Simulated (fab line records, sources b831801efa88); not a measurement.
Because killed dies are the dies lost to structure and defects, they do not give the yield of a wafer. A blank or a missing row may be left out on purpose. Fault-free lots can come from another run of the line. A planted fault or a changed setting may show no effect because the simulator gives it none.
Problem report, 8D (eight disciplines) form, completed by code + flow gf180mcu + the parts of the form that need people (team, actions taken, sign-off) are left out

## 1. THE ISSUE
At GF_V1_CVD_23, chamberPressureTorr averages 37.67 Torr over 5 wafers from 2 lots, while fault-free wafers read 40.00 Torr, standard deviation 0.089. That is -26 standard deviations from the usual mean.
The step: deposits W, target thk 350 nm, time 105.05 s.
First observed at day 23 07:43: wafer L352.2, on cvdW-02. At this step, 18 wafers from 6 lots have a number in the record. The rule behind "out" and "out of limits": a value lying over 4 standard deviations away from the usual mean. The other wafers with a number count as sound.

## 2. WHAT IT IS, AND WHAT IT ISN'T
| question                    | is                                     | is not                                                                         |
|-----------------------------|----------------------------------------|--------------------------------------------------------------------------------|
| which readings at this step | chamberPressureTorr                    | heaterPowerW                                                                   |
| which lots                  | L352, L354                             | L338, L346, L357, L359                                                         |
| which wafers of those lots  | L352.2, L352.4, L352.6, L354.4, L354.6 | L354.2                                                                         |
| read on which tools         | cvdW-02                                | cvdW-01                                                                        |
| when                        | from day 23 07:43                      | up to then (6 sound wafers); but 7 sound wafers of L354, L357, L359 came after |

## 3. WHAT RULES OUT EACH SUSPECT
Counting: if a tool at a process step up to the reading ran every lot that is out, it stays a suspect. Sound lots after the first of them don't rule it out here, since some wafers of a struck lot are sound.
- rieDiel-03 at GF_V1_ETCH_16 (etches BARC in N2/H2): kept. Every lot that is out went through it, the first being L352 (day 23 06:55); the last sound lot it ran before that was L338 (day 17 19:46).
- rieDiel-03 at GF_V1_ETCH_17 (etches SiO2 in C4F8/O2/Ar, stops on TiN, target depth 630 nm): kept. Every lot that is out went through it, the first being L352 (day 23 07:03); the last sound lot it ran before that was L338 (day 17 19:56). GF_V1_ETCH_17: start missing for some lots; hours and lot order therefore follow GF_V1_STRIP_18.
- plasmaAsher-03 at GF_V1_STRIP_18 (strips in O2/N2): kept. Every lot that is out went through it, the first being L352 (day 23 07:03); the last sound lot it ran before that was L338 (day 17 19:56).
- cvdW-02 at GF_V1_CVD_23 (deposits W, target thk 350 nm, time 105.05 s): kept. Every lot that is out went through it, the first being L352 (day 23 07:43); the last sound lot it ran before that was L346 (day 21 04:20). Its own chamberPressureTorr readings are out on those wafers.
- Within cvdW-02 at GF_V1_CVD_23: the wafers that are out ran in chamber 1; their sound lot-mates ran in chamber 0.
Left after counting: rieDiel-03 at GF_V1_ETCH_16, rieDiel-03 at GF_V1_ETCH_17, plasmaAsher-03 at GF_V1_STRIP_18, cvdW-02 at GF_V1_CVD_23.

## 4. THE CAUSE (what the simulator had put in)
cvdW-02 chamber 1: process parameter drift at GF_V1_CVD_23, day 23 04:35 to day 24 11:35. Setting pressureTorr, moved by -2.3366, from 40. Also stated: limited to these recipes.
4 suspects survive the count, and this tool is in that group.

## 5. THE EFFECT CHAIN, in route order
Rows list readings where the struck wafers' mean (over those with a number) sits beyond 3 standard deviations from the usual. Scope: only readings with a usual standard deviation given in the record; hours: median across lots of the time from each lot's start at the first step in this table that gives one to its start at this step; sigmas: change in usual standard deviations.
| hours | step         | reading             | usual      | on struck wafers | change | sigmas |
|-------|--------------|---------------------|------------|------------------|--------|--------|
| 0     | GF_V1_CVD_23 | chamberPressureTorr | 40.00 Torr | 37.67            | -2.33  | -26    |
It contains these process steps:
- GF_V1_CVD_23: deposits W, target thk 350 nm, time 105.05 s.
Later measuring or inspecting steps at which every struck wafer that the step has a row for has a number for every such reading, and none has moved that far: GF_V1_RS_MEAS_24.

## 6. WHAT WOULD HAVE CAUGHT IT SOONER
First out-of-limits reading in this record: day 23 07:43, which is 3 hours after fault onset at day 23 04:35.
